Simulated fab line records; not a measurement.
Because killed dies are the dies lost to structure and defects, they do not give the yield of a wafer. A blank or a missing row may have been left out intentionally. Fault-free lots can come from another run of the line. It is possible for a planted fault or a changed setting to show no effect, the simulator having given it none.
The tool behind it: which one? :: flow gf180mcu :: Sampling: 12 lots, 36 wafers, 5 of 602 route steps

## WHAT EACH GAUGE READ, for each wafer
GF_V1_THK_MEAS_03. Usual: for V1_CVD_02_THK the level is 850 nm and the standard deviation is 10.
lot: L921
measured: day 17 04:23
on: film_metro-03
V1_CVD_02_THK (nm): 843 851 863
flag: 

lot: L920
measured: day 17 05:25
on: film_metro-04
V1_CVD_02_THK (nm): 845 869 856
flag: 

lot: L931
measured: day 21 11:03
on: film_metro-03
V1_CVD_02_THK (nm): 852 865 867
flag: 

lot: L930
measured: day 21 14:37
on: film_metro-02
V1_CVD_02_THK (nm): 848 853 863
flag: 

lot: L933
measured: day 22 03:43
on: film_metro-03
V1_CVD_02_THK (nm): 843 859 860
flag: 

lot: L936
measured: day 22 17:44
on: film_metro-04
V1_CVD_02_THK (nm): 841 855 845
flag: 

lot: L938
measured: day 23 13:13
on: film_metro-04
V1_CVD_02_THK (nm): 831 844 859
flag: 

lot: L939
measured: day 24 04:41
on: film_metro-03
V1_CVD_02_THK (nm): 847 848 857
flag: 

lot: L940
measured: day 24 13:43
on: film_metro-04
V1_CVD_02_THK (nm): 844 864 853
flag: 

lot: L942
measured: day 25 00:04
on: film_metro-03
V1_CVD_02_THK (nm): 845 855 850
flag: 

lot: L941
measured: day 25 00:59
on: film_metro-02
V1_CVD_02_THK (nm): 842 857 858
flag: 

lot: L943
measured: day 25 20:53
on: film_metro-02
V1_CVD_02_THK (nm): 842 850 854
flag: 

GF_V1_OVL_MEAS_15. Usual: for V1_OVL the level is -2 nm and the standard deviation is 6.1.
lot: L921
measured: day 18 03:45
on: overlay-02
V1_OVL (nm): -3 2 0
flag: 

lot: L920
measured: day 18 04:43
on: overlay-01
V1_OVL (nm): 6 7 1
flag: 

lot: L931
measured: day 22 10:33
on: overlay-02
V1_OVL (nm): -1 -2 -1
flag: 

lot: L930
measured: day 22 14:13
on: overlay-02
V1_OVL (nm): -12 -15 -11
flag: 

lot: L933
measured: day 23 03:34
on: overlay-01
V1_OVL (nm): -3 -2 0
flag: 

lot: L936
measured: day 23 16:10
on: overlay-02
V1_OVL (nm): -8 -7 -2
flag: 

lot: L938
measured: day 24 12:10
on: overlay-01
V1_OVL (nm): 3 -11 1
flag: 

lot: L939
measured: day 25 03:07
on: overlay-02
V1_OVL (nm): 2 -5 -4
flag: 

lot: L940
measured: day 25 11:46
on: overlay-02
V1_OVL (nm): 3 -4 4
flag: 

lot: L942
measured: day 25 21:19
on: overlay-02
V1_OVL (nm): 9 5 -2
flag: 

lot: L941
measured: day 25 22:46
on: overlay-01
V1_OVL (nm): 3 6 16
flag: 

lot: L943
measured: day 26 17:56
on: overlay-01
V1_OVL (nm): -5 0 -9
flag: 

GF_V1_RS_MEAS_24: measurement is done with a four-point probe. Usual: for V1_W_RS the level is 0.323 ohm/sq and the standard deviation is 0.0044.
lot: L921
measured: day 18 04:49
on: film_metro-04
V1_W_RS (ohm/sq): 0.326 0.326 0.326
flag: 

lot: L920
measured: day 18 05:39
on: film_metro-02
V1_W_RS (ohm/sq): 0.323 0.316 0.313
flag: 

lot: L931
measured: day 22 11:29
on: film_metro-04
V1_W_RS (ohm/sq): 44.639 45.123 44.333
flag: OFF

lot: L930
measured: day 22 15:08
on: film_metro-02
V1_W_RS (ohm/sq): 42.890 43.028 42.941
flag: OFF

lot: L933
measured: day 23 04:31
on: film_metro-03
V1_W_RS (ohm/sq): 0.324 0.324 0.321
flag: 

lot: L936
measured: day 23 17:40
on: film_metro-04
V1_W_RS (ohm/sq): 0.324 0.324 0.324
flag: 

lot: L938
measured: day 24 13:07
on: film_metro-04
V1_W_RS (ohm/sq): 0.322 0.329 0.325
flag: 

lot: L939
measured: day 25 04:02
on: film_metro-03
V1_W_RS (ohm/sq): 0.324 0.323 0.330
flag: 

lot: L940
measured: day 25 12:41
on: film_metro-03
V1_W_RS (ohm/sq): 0.328 0.329 0.319
flag: 

lot: L942
measured: day 25 22:16
on: film_metro-02
V1_W_RS (ohm/sq): 0.322 0.317 0.321
flag: 

lot: L941
measured: day 25 23:42
on: film_metro-04
V1_W_RS (ohm/sq): 0.321 0.325 0.326
flag: 

lot: L943
measured: day 26 18:53
on: film_metro-02
V1_W_RS (ohm/sq): 0.328 0.329 0.326
flag: 

GF_V1_THK_MEAS_25: measures by xrf. Usual: for V1_W_THK the level is 351 nm and the standard deviation is 5.9.
lot: L921
measured: day 18 04:56
on: film_metro-04
V1_W_THK (nm): 350 349 351
flag: 

lot: L920
measured: day 18 05:45
on: film_metro-02
V1_W_THK (nm): 353 359 363
flag: 

lot: L931
measured: day 22 11:35
on: film_metro-04
V1_W_THK (nm): - - -
flag: OFF

lot: L930
measured: day 22 15:15
on: film_metro-02
V1_W_THK (nm): <0 <0 <0
flag: OFF

lot: L933
measured: day 23 04:38
on: film_metro-03
V1_W_THK (nm): 341 342 344
flag: 

lot: L936
measured: day 23 17:46
on: film_metro-04
V1_W_THK (nm): 352 351 352
flag: 

lot: L938
measured: day 24 13:13
on: film_metro-04
V1_W_THK (nm): 353 343 347
flag: 

lot: L939
measured: day 25 04:09
on: film_metro-03
V1_W_THK (nm): 347 347 339
flag: 

lot: L940
measured: day 25 12:48
on: film_metro-03
V1_W_THK (nm): 341 337 350
flag: 

lot: L942
measured: day 25 22:22
on: film_metro-02
V1_W_THK (nm): 352 357 354
flag: 

lot: L941
measured: day 25 23:49
on: film_metro-04
V1_W_THK (nm): 355 349 352
flag: 

lot: L943
measured: day 26 19:01
on: film_metro-02
V1_W_THK (nm): 348 349 351
flag: 

## WHICH TOOL RAN EACH LOT (tool, then ch and the chambers of the sampled wafers, then the start)
lot: L921
GF_V1_CVD_23: cvd_w-01 ch 0, day 18 04:37

lot: L920
GF_V1_CVD_23: cvd_w-02 ch 0,1, day 18 05:32

lot: L931
GF_V1_CVD_23: cvd_w-01 ch 0,1, day 22 11:20

lot: L930
GF_V1_CVD_23: cvd_w-01 ch 0,1, day 22 15:01

lot: L933
GF_V1_CVD_23: cvd_w-01 ch 0,1, day 23 04:24

lot: L936
GF_V1_CVD_23: cvd_w-01 ch 1, day 23 17:22

lot: L938
GF_V1_CVD_23: cvd_w-01 ch 0,1, day 24 13:00

lot: L939
GF_V1_CVD_23: cvd_w-01 ch 0,1, day 25 03:55

lot: L940
GF_V1_CVD_23: cvd_w-01 ch 0,1, day 25 12:34

lot: L942
GF_V1_CVD_23: cvd_w-02 ch 0,1, day 25 22:09

lot: L941
GF_V1_CVD_23: cvd_w-01 ch 0,1, day 25 23:34

lot: L943
GF_V1_CVD_23: cvd_w-01 ch 1, day 26 18:46
- GF_V1_CVD_23: deposits W, target thk 350 nm, time 105.05 s.

## WHAT THE TOOLS THEMSELVES READ (means of the sampled wafers that have a number; where no wafer has one, the mark that the record gives instead)
GF_V1_CVD_23. Usual: chamber_pressure_Torr 40.01 Torr, standard deviation 0.096; heater_power_outer_w 538 W, standard deviation 67; heater_power_w 866 W, standard deviation 93.
lot: L921
tool: cvd_w-01
chamber_pressure_Torr (Torr): 39.95
heater_power_outer_w (W): 604
heater_power_w (W): 956
flag: 

lot: L920
tool: cvd_w-02
chamber_pressure_Torr (Torr): 40.04
heater_power_outer_w (W): 526
heater_power_w (W): 841
flag: 

lot: L931
tool: cvd_w-01
chamber_pressure_Torr (Torr): -
heater_power_outer_w (W): -
heater_power_w (W): -
flag: OFF

lot: L930
tool: cvd_w-01
chamber_pressure_Torr (Torr): -
heater_power_outer_w (W): -
heater_power_w (W): -
flag: OFF

lot: L933
tool: cvd_w-01
chamber_pressure_Torr (Torr): 40.04
heater_power_outer_w (W): 505
heater_power_w (W): 818
flag: 

lot: L936
tool: cvd_w-01
chamber_pressure_Torr (Torr): 40.04
heater_power_outer_w (W): 453
heater_power_w (W): 761
flag: 

lot: L938
tool: cvd_w-01
chamber_pressure_Torr (Torr): 39.99
heater_power_outer_w (W): 506
heater_power_w (W): 835
flag: 

lot: L939
tool: cvd_w-01
chamber_pressure_Torr (Torr): 40.09
heater_power_outer_w (W): 558
heater_power_w (W): 911
flag: 

lot: L940
tool: cvd_w-01
chamber_pressure_Torr (Torr): 39.99
heater_power_outer_w (W): 502
heater_power_w (W): 837
flag: 

lot: L942
tool: cvd_w-02
chamber_pressure_Torr (Torr): 40.05
heater_power_outer_w (W): 554
heater_power_w (W): 890
flag: 

lot: L941
tool: cvd_w-01
chamber_pressure_Torr (Torr): 40.24
heater_power_outer_w (W): 553
heater_power_w (W): 896
flag: 

lot: L943
tool: cvd_w-01
chamber_pressure_Torr (Torr): 40.01
heater_power_outer_w (W): 450
heater_power_w (W): 759
flag: 

## THE ANSWER, worked out from the rows above alone
Rule: lot off if the mean of its wafers having a number is beyond 3 standard deviations from the usual mean. Also off: a lot with no number at a reading for which 4 or more lots have one. The other lots that the step has rows for count as sound. The gauges are gone through in route order, then the tools' own readings, and for those a lot's mean is taken as printed above. The first step at which some lot is off is used, and at that step the reading that is off furthest; a lot without a number counts as furthest.
Off: L931, L930, seen at GF_V1_RS_MEAS_24 (V1_W_RS).
If a tool, at a process step before that reading, ran all the lots that are off and no sound lot after the first of them, it fits. Not tried: the gauges at GF_V1_RS_MEAS_24; whatever is off there is also off at GF_V1_CVD_23, on other tools, and gauge error can't account for it. None of those tried fits.

## WHAT THE SIMULATOR PUT IN
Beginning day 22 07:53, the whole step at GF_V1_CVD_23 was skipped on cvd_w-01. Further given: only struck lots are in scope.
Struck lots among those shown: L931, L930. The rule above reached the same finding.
